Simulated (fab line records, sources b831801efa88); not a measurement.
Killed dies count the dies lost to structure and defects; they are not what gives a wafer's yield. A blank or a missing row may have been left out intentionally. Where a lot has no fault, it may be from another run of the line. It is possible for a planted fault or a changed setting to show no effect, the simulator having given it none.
Code-filled problem report in 8D (eight disciplines) form ; flow gf180mcu ; the parts of the form that need people (team, actions taken, sign-off) are left out

== 1. WHAT WENT WRONG ==
PSD_TW at GF_PSD_TW_MEAS_11 reads a mean of 30 on 3 wafers of 1 lot; wafers without a fault read 3159 with a standard deviation of 13. That is -99 or more standard deviations from the usual mean.
First observed at day 15 04:22: wafer L838.1, on film-metro-04. The record has a number at this step for 39 wafers belonging to 13 lots. Rule for "out" (also "out of limits"): further than 4 standard deviations from the usual mean. The other wafers with a number count as sound.

== 2. WHAT IT IS; WHAT IT IS NOT ==
question;is;is not
which readings at this step;PSD_TW;-
which lots;L838;L835, L836, L837, L839, L848, L850, L851, L852, L855, L856, L857, L858
which wafers of those lots;all that have a number;-
read on which gauges;film-metro-04;film-metro-02
when;from day 15 04:22;"up to then (9 sound wafers); but 27 sound wafers of L839, L848, L850, L851, L852, L855, L856, L857, L858 came after"

== 3. WHAT RULES OUT EACH SUSPECT ==
Counting: any tool at a process step up to the reading is kept as a suspect provided that every lot that is out went through it and no sound lot did after the first of them.
- the gauge at GF_PSD_TW_MEAS_11: ruled out. All the wafers that are out were read on film-metro-04, but those of them that GF_NSD_STRIP_11 has rows for are out there too, on other tools.
- plasma-asher-01 at GF_NSD_STRIP_11 (strips in O2/N2): ruled out as a lasting fault. The sound lots L848, L850, L857 went through it after L838, its earliest lot that is out (day 14 06:48).
- plasma-asher-02 at GF_PSD_STRIP_10 (strips in O2/N2): ruled out as a lasting fault. The sound lots L848, L851 went through it after L838, its earliest lot that is out (day 15 04:16).
Left after counting: nothing in the record.

== 4. THE CAUSE (what the simulator had put in) ==
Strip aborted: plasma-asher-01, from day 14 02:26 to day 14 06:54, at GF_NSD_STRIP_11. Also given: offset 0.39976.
Counting ruled it out, wrongly: the rule takes a fault to strike every lot that its tool runs from its start on, and this one did not.

== 5. SEQUENCE OF EFFECTS, ordered by route ==
Each row: a reading where the mean over the struck wafers with a number is more than 3 standard deviations away from the usual. Scope: only readings with a usual standard deviation given in the record; hours: median across lots of the time from each lot's start at the first step in this table that gives one to its start at this step; sigmas: change in usual standard deviations.
hours;step;reading;usual;on struck wafers;change;sigmas
0;GF_NSD_STRIP_11;oes-product-au;0.487 a.u.;0.576;+0.089;+20
21;GF_PSD_STRIP_10;oes-product-au;0.592 a.u.;0.605;+0.013;+3.1
21;GF_PSD_STRIP_10;strip-time-to-endpoint-s;16.54 s;18.87;+2.33;+69
22;GF_PSD_TW_MEAS_11;PSD_TW;3159;30;-3129;-99 or more
The process steps in it:
- GF_NSD_STRIP_11: strips in O2/N2.
- GF_PSD_STRIP_10: strips in O2/N2.
Readings that are blank on the struck wafers while sound wafers have them: strip-time-to-endpoint-s at GF_NSD_STRIP_11.

== 6. WHAT WOULD HAVE CAUGHT IT SOONER ==
Counted from the fault's start at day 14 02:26, it took 26 hours until the first out-of-limits reading at a measuring or inspecting step in this record, taken at day 15 04:22.
The tool's own readings at GF_NSD_STRIP_11 were out on every struck wafer that the step has a row for (oes-product-au): an alarm limit on them would have fired on the first of those.
